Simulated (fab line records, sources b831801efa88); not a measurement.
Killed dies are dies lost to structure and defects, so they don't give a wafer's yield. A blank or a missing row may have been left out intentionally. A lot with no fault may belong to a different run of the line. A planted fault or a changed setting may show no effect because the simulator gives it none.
A struck lot beside a sound one :: flow sky130 :: 17 steps out of a route of 708
Sound: these wafers, L255.3, L255.5, L255.6. Wafers L267.1, L267.3, L267.6 were the ones struck. At the end, the cause is stated.
Each step with rows lists, per side, the tool, then ch with its chambers, then its first start. Under that, the readings that differ: sound wafers :: struck wafers :: difference of the means :: sigmas: that difference in standard deviations of wafers without a fault.
alike: readings with means less than 2 such deviations apart, plus words and numbers identical on both sides. not compared: withheld readings, readings lacking a value on some wafer, bounds such as >300 that could conceal the same value, and numbers that have no deviation in the record and whose values overlap.
Wherever a step has rows on one side only, a row that says differs or no value, or a row with sigmas, the two part there. Non-overlapping numbers with no deviation appear without sigmas and do not part them. Lack of a reading on every wafer of one side parts them only where that side has two or more wafers.

first, 5 steps without rows for these wafers: SKY_SD_N_COAT_02 (resist thk 1140 nm); SKY_SD_N_SOFTBAKE_03 (time 60 s); SKY_SD_N_EXPOSE_04 (exposes mask NSDM, target cd 380 nm); SKY_SD_N_PEB_05; SKY_SD_N_DEVELOP_06 (develop time 60 s).
SKY_SD_N_CD_MEAS_07 targets a cd of 380 nm.
  sound: cdSem-01 at day 28 04:56; struck: cdSem-02 at day 32 14:32
  alike: cdNm
SKY_SD_N_OVL_MEAS_08:
  sound: overlay-01 at day 28 05:01; struck: overlay-02 at day 32 14:39
  alike: SD_N_OVL
then, 2 steps without rows for these wafers: SKY_SD_N_IMPLANT_09; SKY_SD_N_IMPLANT_10.
SKY_SD_N_STRIP_11: strips in O2/N2.
  sound on plasmaAsher-01 ch 0,1, day 28 05:23; struck on plasmaAsher-04 ch 0,1, day 32 14:59
  alike: drypumpMotorCurrentA, oesProductAu, stripTimeToEndpointS
  not compared: rfHoursCounterH
SKY_SD_N_TW_MEAS_12:
  sound: filmMetro-01 at day 28 05:28; struck: filmMetro-03 at day 32 15:05
  alike: SD_N_TW
then, 1 step without rows for these wafers: SKY_SD_N_CLEAN_13 (cleans in SC1/SC2, time 150 s).
SKY_SD_N_RTA_14: time 2 s.
  sound on rtpAnneal-01 ch 0, day 28 05:35; struck on rtpAnneal-01 ch 0, day 32 15:12
reading: wafer_temp_C_max
sound: 1075.2 1076.9 1076.5
struck: 1087.5 1087.5 1088.3
difference: +11.6
sigmas: +10
  alike: lampPowerPct
SKY_SD_N_RS_MEAS_16: measurement is done with a four-point probe.
  sound: filmMetro-02 at day 28 05:46; struck: filmMetro-01 at day 32 15:22
reading: SD_N_RS (ohm/sq)
sound: 68.65 68.72 68.64
struck: 66.86 66.84 66.96
difference: -1.78
sigmas: -16
SKY_SD_N_RS_MEAS_17: measurement is done with a four-point probe.
  sound: filmMetro-02 at day 28 05:53; struck: filmMetro-01 at day 32 15:29
reading: SD_P_RS (ohm/sq)
sound: 146.8 147.1 146.8
struck: 138.4 138.4 139.1
difference: -8.3
sigmas: -23
SKY_SD_N_RS_MEAS_18: measurement is done with a four-point probe.
  sound: filmMetro-02 at day 28 06:01; struck: filmMetro-01 at day 32 15:37
  alike: RES_XHIGH_RS
-- a jump in the record: the struck wafers' starts before and after are 17 days apart (it breaks off in module SD_N and resumes in module PAD_OPEN, where the first step shown is number 708 of the route) --
SKY_PAD_OPEN_PROBE_99:
  sound: prober-01 at day 46 04:54; struck: prober-01 at day 49 04:42
reading: killed_at_M4_up
sound: 1 5 1
struck: 8 8 5
difference: +5
sigmas: +3

reading: killedAtFrontEnd
sound: 23 22 18
struck: 16 8 10
difference: -10
sigmas: -2

reading: model.etest.resXhighPo.lineOhmUm
sound: 5841 5759 5838
struck: 5082 5233 4916
difference: -736
sigmas: 

reading: model.etest.resXhighPo.rsOhmSq
sound: 2056 1968 2056
struck: 1797 1818 1700
difference: -255
sigmas: 

reading: model.etest.resPdiff.lineOhmUm
sound: 1379 1408 1379
struck: 1272 1262 1272
difference: -120
sigmas: 

reading: model.etest.resHighPo.lineOhmUm
sound: 757.9 750.9 771.8
struck: 678.6 692.3 667.1
difference: -80.9
sigmas: 

reading: model.etest.liconHighPo.rcOhm
sound: 352.6 348.8 368.7
struck: 310.1 310.8 296.6
difference: -50.9
sigmas: 

reading: model.etest.resNdiff.lineOhmUm
sound: 769.5 770.1 769.7
struck: 731.1 730.6 718.9
difference: -42.9
sigmas: 

reading: model.etest.resHighPo.rsOhmSq
sound: 265.7 263.1 269.6
struck: 241.3 240.7 235.2
difference: -27.1
sigmas: 
  alike: killed_at_M0_to_M3, killedAtContacts, killedAtOther, killedDies, killedOpen, killedShort
  not compared: model.etest.pfet_01v8.rOnOhmUm

## WHERE THEY PART
At SKY_SD_N_RTA_14 first; at SKY_PAD_OPEN_PROBE_99 last (within this record only).

WHY: whatever the simulator had introduced
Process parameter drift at SKY_SD_N_RTA_14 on rtpAnneal-01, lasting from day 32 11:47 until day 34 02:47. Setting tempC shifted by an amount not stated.
